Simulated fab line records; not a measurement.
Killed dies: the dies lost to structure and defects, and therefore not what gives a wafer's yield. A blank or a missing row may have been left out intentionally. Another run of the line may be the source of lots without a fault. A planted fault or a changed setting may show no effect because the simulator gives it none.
What tool caused it? ; flow sky130 ; Sampling: 7 lots, 21 wafers, 4 of 708 route steps

WHAT THE GAUGES READ, wafer by wafer
SKY_METAL5_RS_MEAS_05: the measuring method here is four-point-probe.
lot;measured;on;METAL5_ALCU_RS (ohm/sq)
L598;day 43 21:05;filmMetro-01;0.02718 0.02725 0.02748
L601;day 44 18:45;filmMetro-04;0.02766 0.0276 0.02735
L603;day 45 06:51;filmMetro-02;0.02736 0.02761 0.0276
L605;day 45 18:58;filmMetro-02;8.519 8.5662 8.6393
L607;day 46 11:17;filmMetro-02;0.02725 0.02707 0.02699
L609;day 46 16:15;filmMetro-02;0.02694 0.02684 0.02686
L617;day 49 06:05;filmMetro-01;0.0269 0.0269 0.02714

TOOL THAT RAN EACH LOT (tool first, then ch and the chambers of the sampled wafers, then the start)
lot;SKY_METAL4_STRIP_19;SKY_VIA4_CVD_18;SKY_METAL5_SPUTTER_02
L598;plasmaAsher-01 ch 0,1, day 42 20:11;cvdW-02 ch 0,1, day 43 20:18;pvdSputter-03, day 43 20:56
L601;plasmaAsher-03 ch 0,1, day 43 17:52;cvdW-02 ch 0,1, day 44 17:48;pvdSputter-03, day 44 18:38
L603;plasmaAsher-02 ch 0,1, day 44 06:58;cvdW-01 ch 0,1, day 45 05:44;pvdSputter-03, day 45 06:44
L605;plasmaAsher-02 ch 0,1, day 44 18:06;cvdW-02 ch 0,1, day 45 18:09;pvdSputter-03, day 45 18:47
L607;plasmaAsher-02 ch 0,1, day 45 10:53;cvdW-01 ch 0,1, day 46 10:28;pvdSputter-02, day 46 11:08
L609;plasmaAsher-01 ch 0,1, day 45 16:55;cvdW-01 ch 0,1, day 46 15:27;pvdSputter-04, day 46 16:08
L617;plasmaAsher-03 ch 0,1, day 48 09:03;cvdW-01 ch 0,1, day 49 05:10;pvdSputter-04, day 49 05:56
- SKY_METAL4_STRIP_19: strips in O2/N2.
- SKY_VIA4_CVD_18: deposits W, target thk 505 nm, time 152.14 s.
- SKY_METAL5_SPUTTER_02: material AlCu, target thk 1150 nm, time 61.2 s.

THE ANSWER, worked out from the rows above alone
Rule: usual is defined by the lots themselves. The widest of any qualifying gaps counts: lots, ordered by their means at a reading, are off when they make up no more than a third of the lots, leave a main group of 4 or more, and stand apart from it by 3 or more times the standard deviation of that group's means. Not used: any main group whose means are identical at the precision the tables above print for the reading. Also off: a lot with no number at a reading for which 4 or more lots have one. The other lots that the step has rows for count as sound.
Off: at SKY_METAL5_RS_MEAS_05 (METAL5_ALCU_RS), L605. The main group has a mean of 0.02722 ohm/sq with a standard deviation of 0.00025.
A tool fits if, at a process step before that reading, it ran every lot that is off, and no sound lot after the first of them. Those tools and the gauges at SKY_METAL5_RS_MEAS_05 are tried in the same way. This does not decide it: 2 tools fit, namely cvdW-02 at SKY_VIA4_CVD_18 and pvdSputter-03 at SKY_METAL5_SPUTTER_02.

WHAT THE SIMULATOR PUT IN
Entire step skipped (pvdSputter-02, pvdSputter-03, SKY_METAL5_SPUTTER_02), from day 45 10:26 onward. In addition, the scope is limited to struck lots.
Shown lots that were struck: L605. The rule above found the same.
